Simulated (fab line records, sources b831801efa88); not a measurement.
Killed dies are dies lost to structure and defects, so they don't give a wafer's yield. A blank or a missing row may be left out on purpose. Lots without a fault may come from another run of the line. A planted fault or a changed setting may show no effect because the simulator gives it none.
Which tool did it? | flow gf180mcu | 24 lots, 72 wafers sampled, at 3 steps of a route of 602

WHAT THE GAUGES READ, wafer by wafer
GF_M3_OVL_MEAS_15. Usual: M3_OVL 0 nm, standard deviation 5.1.
lot  | measured     | on         | M3_OVL (nm) | flag
L074 | day 21 08:10 | overlay-02 | 2 -2 1      |
L075 | day 21 17:56 | overlay-01 | 3 -2 3      |
L076 | day 21 22:56 | overlay-01 | -5 -7 -3    |
L077 | day 22 11:29 | overlay-02 | -8 -1 -10   |
L078 | day 22 15:59 | overlay-02 | -2 -1 2     |
L079 | day 23 03:38 | overlay-02 | 5 1 -6      |
L080 | day 23 17:46 | overlay-02 | 1 -4 5      |
L081 | day 23 21:43 | overlay-02 | 6 4 5       |
L082 | day 24 06:53 | overlay-02 | -3 3 2      |
L083 | day 24 13:17 | overlay-02 | 5 -3 5      |
L084 | day 25 00:44 | overlay-02 | 7 2 4       |
L085 | day 25 06:50 | overlay-02 | 0 -4 -2     |
L086 | day 25 19:23 | overlay-02 | -12 -15 -11 |
L087 | day 26 07:05 | overlay-02 | 3 -3 -3     |
L088 | day 26 16:56 | overlay-02 | -3 3 -1     |
L089 | day 26 21:40 | overlay-01 | 2 3 2       |
L090 | day 27 02:05 | overlay-01 | -7 1 -3     |
L091 | day 27 05:29 | overlay-02 | 5 -1 -2     |
L092 | day 27 17:28 | overlay-02 | 8 3 6       |
L093 | day 27 21:26 | overlay-02 | -6 -4 -4    |
L094 | day 28 04:59 | overlay-02 | 7 3 7       |
L095 | day 28 09:25 | overlay-01 | -4 -9 -13   |
L096 | day 28 09:56 | overlay-01 | 2 2 5       |
L097 | day 28 20:14 | overlay-01 | -1 1 -2     |

GF_V3_THK_MEAS_01. Usual: V3_CVD_00_THK 603 nm, standard deviation 4.9.
lot  | measured     | on            | V3_CVD_00_THK (nm) | flag
L074 | day 21 08:58 | film_metro-03 | 606 604 597        |
L075 | day 21 18:48 | film_metro-01 | 602 601 606        |
L076 | day 21 23:44 | film_metro-03 | 608 603 602        |
L077 | day 22 12:45 | film_metro-02 | 599 607 599        |
L078 | day 22 16:53 | film_metro-03 | 600 599 601        |
L079 | day 23 04:25 | film_metro-01 | 598 596 600        |
L080 | day 23 18:32 | film_metro-03 | 614 603 606        |
L081 | day 23 22:28 | film_metro-01 | 604 604 606        |
L082 | day 24 07:40 | film_metro-03 | 600 595 594        |
L083 | day 24 14:05 | film_metro-01 | 600 608 607        |
L084 | day 25 01:31 | film_metro-02 | 601 598 602        |
L085 | day 25 07:38 | film_metro-02 | 608 607 607        |
L086 | day 25 20:10 | film_metro-03 | 602 599 604        |
L087 | day 26 07:53 | film_metro-03 | 609 603 616        |
L088 | day 26 17:44 | film_metro-03 | 602 607 605        |
L089 | day 26 22:27 | film_metro-03 | 600 603 606        |
L090 | day 27 02:50 | film_metro-03 | 603 596 604        |
L091 | day 27 06:17 | film_metro-02 | 612 606 611        |
L092 | day 27 18:14 | film_metro-01 | 606 601 604        |
L093 | day 27 22:13 | film_metro-03 | 607 610 615        |
L094 | day 28 05:47 | film_metro-02 | 605 607 600        |
L095 | day 28 10:10 | film_metro-02 | 605 603 607        |
L096 | day 28 10:41 | film_metro-02 | 594 595 604        |
L097 | day 28 20:59 | film_metro-02 | 612 599 601        |

WHICH TOOL RAN EACH LOT (tool, then ch and the chambers of the sampled wafers, then the start)
lot  | GF_M1_SPUTTER_03
L074 | pvd_sputter-03, day 16 02:22
L075 | pvd_sputter-02, day 16 13:53
L076 | pvd_sputter-04, day 16 18:19
L077 | pvd_sputter-04, day 17 05:56
L078 | pvd_sputter-03, day 17 10:08
L079 | pvd_sputter-03, day 17 21:52
L080 | pvd_sputter-02, day 18 12:26
L081 | pvd_sputter-02, day 18 16:49
L082 | pvd_sputter-03, day 19 04:43
L083 | pvd_sputter-03, day 19 10:45
L084 | pvd_sputter-02, day 19 21:53
L085 | pvd_sputter-02, day 20 06:01
L086 | pvd_sputter-04, day 20 18:49
L087 | pvd_sputter-04, day 21 07:46
L088 | pvd_sputter-02, day 21 19:12
L089 | pvd_sputter-04, day 22 01:07
L090 | pvd_sputter-02, day 22 05:32
L091 | pvd_sputter-04, day 22 10:19
L092 | pvd_sputter-04, day 23 00:09
L093 | pvd_sputter-02, day 23 03:24
L094 | pvd_sputter-03, day 23 12:13
L095 | pvd_sputter-02, day 23 16:34
L096 | pvd_sputter-02, day 23 19:01
L097 | pvd_sputter-02, day 24 05:33
- GF_M1_SPUTTER_03: material Ti, target thk 10 nm, time 6.7 s.

WHAT THE TOOLS THEMSELVES READ (means of the sampled wafers that have a number; where no wafer has one, the mark that the record gives instead)
GF_M1_SPUTTER_03. Usual: throttle_valve_pct 30.4 %, standard deviation 0.89.
lot  | tool           | throttle_valve_pct (%) | flag
L074 | pvd_sputter-03 | 30.5                   |
L075 | pvd_sputter-02 | 31.0                   |
L076 | pvd_sputter-04 | 29.6                   |
L077 | pvd_sputter-04 | 29.8                   |
L078 | pvd_sputter-03 | 30.4                   |
L079 | pvd_sputter-03 | 30.7                   |
L080 | pvd_sputter-02 | 30.8                   |
L081 | pvd_sputter-02 | 30.1                   |
L082 | pvd_sputter-03 | 30.5                   |
L083 | pvd_sputter-03 | 30.6                   |
L084 | pvd_sputter-02 | 31.6                   |
L085 | pvd_sputter-02 | 31.1                   |
L086 | pvd_sputter-04 | 29.9                   |
L087 | pvd_sputter-04 | 30.1                   |
L088 | pvd_sputter-02 | 30.3                   |
L089 | pvd_sputter-04 | 29.9                   |
L090 | pvd_sputter-02 | 30.5                   |
L091 | pvd_sputter-04 | 30.1                   |
L092 | pvd_sputter-04 | 30.0                   |
L093 | pvd_sputter-02 | 30.9                   |
L094 | pvd_sputter-03 | 30.8                   |
L095 | pvd_sputter-02 | 30.9                   |
L096 | pvd_sputter-02 | 30.1                   |
L097 | pvd_sputter-02 | 30.3                   |

THE ANSWER, worked out from the rows above alone
Rule: a lot is off if the mean of its wafers that have a number lies more than 3 standard deviations from the usual mean. A lot without any number at a reading at which 4 lots or more have one is off too. The other lots that the step has rows for count as sound. The gauges are gone through in route order, then the tools' own readings, and for those a lot's mean is taken as printed above. The first step at which some lot is off is used, and at that step the reading that is off furthest; a lot without a number counts as furthest.
No lot is off at any reading shown: from this, nothing can be told.

WHAT THE SIMULATOR HAD PUT IN
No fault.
